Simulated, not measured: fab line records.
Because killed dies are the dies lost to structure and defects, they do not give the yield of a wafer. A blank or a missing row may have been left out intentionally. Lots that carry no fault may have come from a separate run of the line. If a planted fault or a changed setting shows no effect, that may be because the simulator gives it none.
8D (eight disciplines) problem report, filled in by code ; flow sky130 ; the parts of the form that need people (team, actions taken, sign-off) are left out

1. PROBLEM STATEMENT
Across 6 wafers from 2 lots, SD_N_RS at SKY_SD_N_RS_MEAS_16 averages 66.18 ohm/sq, while fault-free wafers read 68.57 ohm/sq with a standard deviation of 0.1. That is -24 standard deviations from the usual mean.
The step: measures by four-point-probe.
Earliest sighting: wafer L556.2 on filmMetro-02 at day 30 07:14. At this step, 33 wafers from 11 lots have a number in the record. The rule behind "out" and "out of limits": a value lying over 4 standard deviations away from the usual mean. The other wafers with a number count as sound.

2. WHAT IT IS AND WHAT IT IS NOT
question;is;is not
which readings at this step;SD_N_RS;-
which lots;L556, L557;L549, L553, L554, L564, L566, L567, L568, L571, L572
which wafers of those lots;all that have a number;-
read on which gauges;filmMetro-02;filmMetro-03, filmMetro-04
when;from day 30 07:14;"up to then (9 sound wafers); but 18 sound wafers of L564, L566, L567, L568, L571, L572 came after"

3. SUSPECTS, AND WHAT RULES EACH OUT
Counting: a tool at any process step up to the reading remains a suspect when it ran all the lots that are out and ran no sound lot after the first of those.
- ruled out: the gauge at SKY_SD_N_RS_MEAS_16. All the wafers that are out were read on filmMetro-02, but those of them that SKY_SD_N_IMPLANT_09 has rows for are out there too, on other tools.
- rieDiel-02 at SKY_POLY_CUT_ETCH_10 (etches BARC in N2/H2, stops on SiO2, time 45.9 s, target depth 60 nm): ruled out as a lasting fault. The sound lots L567, L568 went through it after L556, its earliest lot that is out (day 26 16:26).
- implanter-03 at SKY_SD_N_IMPLANT_09: ruled out as a lasting fault. The sound lots L566, L568, L571 went through it after L556, its earliest lot that is out (day 30 06:31).
Left after counting: nothing in the record.

4. THE CAUSE (what the simulator had put in)
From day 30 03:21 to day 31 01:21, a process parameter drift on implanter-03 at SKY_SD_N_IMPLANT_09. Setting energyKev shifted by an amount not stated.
Counting ruled it out, wrongly: the rule takes a fault to strike every lot that its tool runs from its start on, and this one did not.

5. SEQUENCE OF EFFECTS, ordered by route
Each row: a reading whose mean over the struck wafers that have a number lies more than 3 standard deviations from the usual. Only readings for which the record gives a usual standard deviation are gone through. hours: the time from each lot's start at the first step in this table that gives one to its start at this step, as a median over the lots. sigmas: the change in usual standard deviations.
hours;step;reading;usual;on struck wafers;change;sigmas
0;SKY_SD_N_IMPLANT_09;beamEnergyKeV;49.999;53.546;+3.547;+99 or more
0;SKY_SD_N_STRIP_11;stripTimeToEndpointS;22.54 s;23.11;+0.57;+13
1;SKY_SD_N_RS_MEAS_16;SD_N_RS;68.57 ohm/sq;66.18;-2.39;-24
The process steps in it:
- SKY_SD_N_IMPLANT_09
- SKY_SD_N_STRIP_11: strips in O2/N2.

6. HOW IT WOULD HAVE BEEN CAUGHT EARLIER
The first out-of-limits reading at a measuring or inspecting step in this record came at day 30 07:14, 4 hours after the fault's start at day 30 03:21.
At SKY_SD_N_IMPLANT_09, the tool's own readings (beamEnergyKeV) were out on each struck wafer the step has a row for, so an alarm limit on them would have fired on the first such wafer.
